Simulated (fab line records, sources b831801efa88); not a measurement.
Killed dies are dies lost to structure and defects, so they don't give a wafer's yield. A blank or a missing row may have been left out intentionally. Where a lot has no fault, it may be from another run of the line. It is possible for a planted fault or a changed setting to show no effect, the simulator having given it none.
Code-filled problem report in 8D (eight disciplines) form	flow sky130	the parts of the form that need people (team, actions taken, sign-off) are left out

1. WHAT WENT WRONG
Across 6 wafers from 2 lots, PWDE_TW at SKY_PWDE_TW_MEAS_10 averages 391.6, while fault-free wafers read 376.7 with a standard deviation of 2.4. That is +6.2 standard deviations from the usual mean.
First observed at day 7 09:44: wafer L832.1, on film-metro-02. At this step, 33 wafers from 11 lots have a number in the record. By rule, "out" or "out of limits" means more than 4 standard deviations away from the usual mean. Any other wafer with a number is counted as sound.

2. WHAT IT IS, AND WHAT IT ISN'T
question	is	is not
which readings at this step	PWDE_TW	-
which lots	L832, L833	L820, L821, L822, L823, L824, L826, L827, L828, L830
which wafers of those lots	all that have a number	-
read on which gauges	film-metro-02, film-metro-04	film-metro-01
when	from day 7 09:44	up to then (27 sound wafers)

3. WHAT RULES OUT EACH SUSPECT
Counting: any tool at a process step up to the reading is kept as a suspect provided that every lot that is out went through it and no sound lot did after the first of them.
- ruled out: the gauge at SKY_PWDE_TW_MEAS_10. 2 gauges (film-metro-02, film-metro-04) read the wafers that are out.
- implanter-02 at SKY_PWDE_IMPLANT_08: kept. It processed each lot that is out, first L832 at day 7 09:29, and no sound lot thereafter; up to then, the last sound lot it processed was L828 at day 6 14:20. On those wafers its own readings are out: dose-ions-cm2, faraday-current-uA.
Left after counting: implanter-02 at SKY_PWDE_IMPLANT_08.

4. THE CAUSE (what the simulator had put in)
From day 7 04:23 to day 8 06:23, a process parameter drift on implanter-02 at SKY_PWDE_IMPLANT_08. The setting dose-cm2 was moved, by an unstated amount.
This tool alone remained once counting was done.

5. THE EFFECT CHAIN, in route order
Each row: a reading where the mean over the struck wafers with a number is more than 3 standard deviations away from the usual. Only readings for which the record gives a usual standard deviation are gone through. hours: the time from each lot's start at the first step in this table that gives one to its start at this step, as a median over the lots. sigmas: the change in usual standard deviations.
hours	step	reading	usual	on struck wafers	change	sigmas
0	SKY_PWDE_IMPLANT_08	dose-ions-cm2	3.6e+12	4.1e+12	+4.6e+11	+99 or more
0	SKY_PWDE_IMPLANT_08	faraday-current-uA	20.3	22.8	+2.5	+6.5
0	SKY_PWDE_TW_MEAS_10	PWDE_TW	376.7	391.6	+14.9	+6.2
42	SKY_NWELL_RS_MEAS_31	PWDE_RS	5269 ohm/sq	4783	-486	-29
Its process steps:
- SKY_PWDE_IMPLANT_08
Later measuring or inspecting steps at which every struck wafer that the step has a row for has a number for every such reading, and none has moved that far: SKY_POLY_GATE_THK_MEAS_21.

6. HOW IT WOULD HAVE BEEN CAUGHT EARLIER
In this record the first reading out of limits at a measuring or inspecting step was taken at day 7 09:44, 5 hours after the fault began at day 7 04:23.
Tool's own readings at SKY_PWDE_IMPLANT_08, dose-ions-cm2, faraday-current-uA: out on all struck wafers the step has rows for; an alarm limit on them would have tripped on the first.
By day 7 09:44 the whole set of lots that are out, 2 in number, had already begun SKY_PWDE_IMPLANT_08 on implanter-02. Tool hold at that time: it would have spared none of them.
